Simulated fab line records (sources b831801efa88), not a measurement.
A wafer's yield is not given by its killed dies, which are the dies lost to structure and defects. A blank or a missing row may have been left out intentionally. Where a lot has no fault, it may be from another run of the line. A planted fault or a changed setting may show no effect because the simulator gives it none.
Struck lot and sound lot, side by side + flow gf180mcu + 36 out of 602 route steps
Sound: the wafers L817.3, L817.4, L817.5. Struck: wafers L827.1, L827.4. (L827.5 of the same lot was not struck and is left out.) The cause comes at the end.
For every step that has rows: the tool of each side, followed by ch and its chambers, followed by its first start. Under that, the readings that differ: sound wafers + struck wafers + difference of the means + sigmas: that difference in standard deviations of wafers without a fault.
alike: same words and numbers on both sides, and readings whose means sit less than 2 such deviations apart. not compared: any withheld reading, any reading some wafer has no value for, any bound like >300 that may hide the same value, and any number with overlapping values for which the record gives no deviation.
The two part at a step that has a row with sigmas, a row that says differs or no value, or rows on one side only. Numbers that have no deviation but don't overlap get no sigmas and don't part them. A reading missing from all wafers of one side parts the sides only when that side holds two or more wafers.

first, 1 step without rows for these wafers: GF_M5_DEVELOP_06 (develop time 60 s).
GF_M5_CD_MEAS_07: the cd target is 280 nm.
  sound on cd sem-01 at day 28 14:14; struck on cd sem-01 at day 31 14:26
  alike: cd nm
GF_M5_OVL_MEAS_08:
  sound on overlay-01 at day 28 14:19; struck on overlay-01 at day 31 14:34
  alike: M5_OVL
GF_M5_ETCH_09: etches Si3N4 in CF4/O2, target depth 52 nm, time 11.6 s.
  sound on rie diel-04 ch 0,2,3, day 28 14:21; struck on rie diel-04 ch 1,3, day 31 14:35
  alike: drypump motor current A, oes product au, rf fwd power W, throttle valve pct
  not compared: rf hours counter h
then, 5 steps without rows for these wafers: GF_M5_METAL_ETCH_10 (etches the open film in Cl2/BCl3, stops on SiO2, target depth 627.5 nm, time 104.6 s); GF_M5_STRIP_11 (strips in O2/N2); GF_M5_STRIP_12 (strips in post etch residue remover, time 1200 s); GF_M5_CLEAN_13 (cleans in DIW); GF_V5_CVD_00 (deposits SiO2, target thk 300 nm, time 50 s).
GF_V5_THK_MEAS_01:
  sound on film metro-04 at day 28 15:05; struck on film metro-03 at day 31 15:19
  alike: V5_CVD_00_THK
then, 1 step without rows for these wafers: GF_V5_CVD_02 (deposits SiO2 from TEOS, target thk 1450 nm, time 163.28 s).
GF_V5_THK_MEAS_03:
  sound on film metro-03 at day 28 15:15; struck on film metro-02 at day 31 15:29
  alike: V5_CVD_02_THK
GF_V5_CMP_04: polishes SiO2.
  sound on cmp-01 ch 0,3, day 28 15:20; struck on cmp-01 ch 1,2, day 31 15:32
| reading                             | sound             | struck    | difference | sigmas |
|-------------------------------------|-------------------|-----------|------------|--------|
| model.SiO2_of_V5_CVD_02.thk nm (nm) | 854.6 854.6 854.4 | 1053 1067 | +205       |        |
  alike: motor current A
GF_V5_BOW_MEAS_05:
  sound on film metro-03 at day 28 15:38; struck on film metro-03 at day 31 16:07
| reading     | sound       | struck | difference                    | sigmas |
|-------------|-------------|--------|-------------------------------|--------|
| V5_BOW (um) | 140 141 137 | - -    | no value on the struck wafers |        |
  not compared: hold
then, 7 steps without rows for these wafers: GF_V5_HMDS_07 (prime time 60 s); GF_V5_COAT_08; GF_V5_COAT_09 (resist thk 1000 nm); GF_V5_SOFTBAKE_10 (time 60 s); GF_V5_EXPOSE_11 (exposes mask Via5, target cd 260 nm); GF_V5_PEB_12 (peb time 90 s); GF_V5_DEVELOP_13 (develop time 60 s).
GF_V5_CD_MEAS_14: the cd target is 260 nm.
  sound on cd sem-02 at day 29 10:27; struck on cd sem-01 at day 32 08:52
  alike: cd nm
GF_V5_OVL_MEAS_15:
  sound on overlay-02 at day 29 10:32; struck on overlay-01 at day 32 08:59
  alike: V5_OVL
then, 1 step without rows for these wafers: GF_V5_ETCH_16 (etches BARC in N2/H2).
GF_V5_ETCH_17: etches SiO2 in C4F8/O2/Ar, stops on TiN, target depth 855 nm.
  sound on rie diel-04 ch 0,1,2; struck on rie diel-04 ch 1,3
| reading                        | sound             | struck      | difference | sigmas |
|--------------------------------|-------------------|-------------|------------|--------|
| oes product au (a.u.)          | 0.852 0.858 0.860 | 0.969 0.972 | +0.114     | +23    |
| model.etch.depth nm (nm)       | 854.6 854.6 854.4 | 1053 1067   | +205       |        |
| model.V5.feature depth nm (nm) | 854.6 854.6 854.4 | 1053 1067   | +205       |        |
  alike: rf fwd power W
GF_V5_STRIP_18: strips in O2/N2.
  sound on plasma asher-03 ch 0,1, day 29 10:45; struck on plasma asher-03 ch 0, day 32 09:10
  alike: drypump motor current A, heater power w, n2 flow sccm, oes product au
  not compared: rf hours counter h
then, 3 steps without rows for these wafers: GF_V5_STRIP_19 (strips in post etch residue remover, time 1200 s); GF_V5_CLEAN_20 (cleans in DIW); GF_V5_SPUTTER_21 (material Ti, target thk 15 nm, time 80.02 s).
GF_V5_SPUTTER_22: material TiN, target thk 10 nm, time 40 s.
  sound on pvd sputter-04 at day 29 11:21; struck on pvd sputter-04 at day 32 10:16
  alike: throttle valve pct
GF_V5_CVD_23: deposits W, target thk 350 nm, time 104.9 s.
  sound on cvd w-02 ch 0,1, day 29 11:25; struck on cvd w-02 ch 0,1, day 32 10:17
  alike: heater power w
GF_V5_RS_MEAS_24: measurement is done with a four-point probe.
  sound on film metro-03 at day 29 11:32; struck on film metro-02 at day 32 10:25
  alike: V5_W_RS
GF_V5_THK_MEAS_25: measures by xrf.
  sound on film metro-03 at day 29 11:38; struck on film metro-02 at day 32 10:32
  alike: V5_W_THK
GF_V5_CMP_26: polishes, stops on SiO2, t overpolish 15 s, target thk 0 nm.
  sound on cmp-02 ch 0,1, day 29 11:41; struck on cmp-02 ch 1,3, day 32 10:38
| reading                             | sound             | struck    | difference | sigmas |
|-------------------------------------|-------------------|-----------|------------|--------|
| model.SiO2_of_V5_CVD_02.thk nm (nm) | 850.8 850.8 850.6 | 1049 1063 | +205       |        |
  alike: motor current A
GF_TOP_METAL_SPUTTER_00: material Ti, target thk 37.5 nm, time 150 s.
  sound on pvd sputter-04 at day 29 11:59; struck on pvd sputter-04 at day 32 10:53
  alike: throttle valve pct
GF_PASSIVATION_PROBE_99:
  sound on prober-02 at day 31 03:58; struck on prober-02 at day 33 20:49
| reading                       | sound             | struck                                            | difference                   | sigmas |
|-------------------------------|-------------------|---------------------------------------------------|------------------------------|--------|
| hold                          | - - -             | await dispo/3.2h/release await dispo/3.2h/release | no value on the sound wafers |        |
| model.etest.via5 chain.rc ohm | 7.027 6.978 6.928 | 10.53 9.322                                       | +2.95                        |        |

## WHERE THEY PART
Earliest at GF_V5_BOW_MEAS_05; latest, in this record, at GF_PASSIVATION_PROBE_99.

WHY: what had been put in by the simulator
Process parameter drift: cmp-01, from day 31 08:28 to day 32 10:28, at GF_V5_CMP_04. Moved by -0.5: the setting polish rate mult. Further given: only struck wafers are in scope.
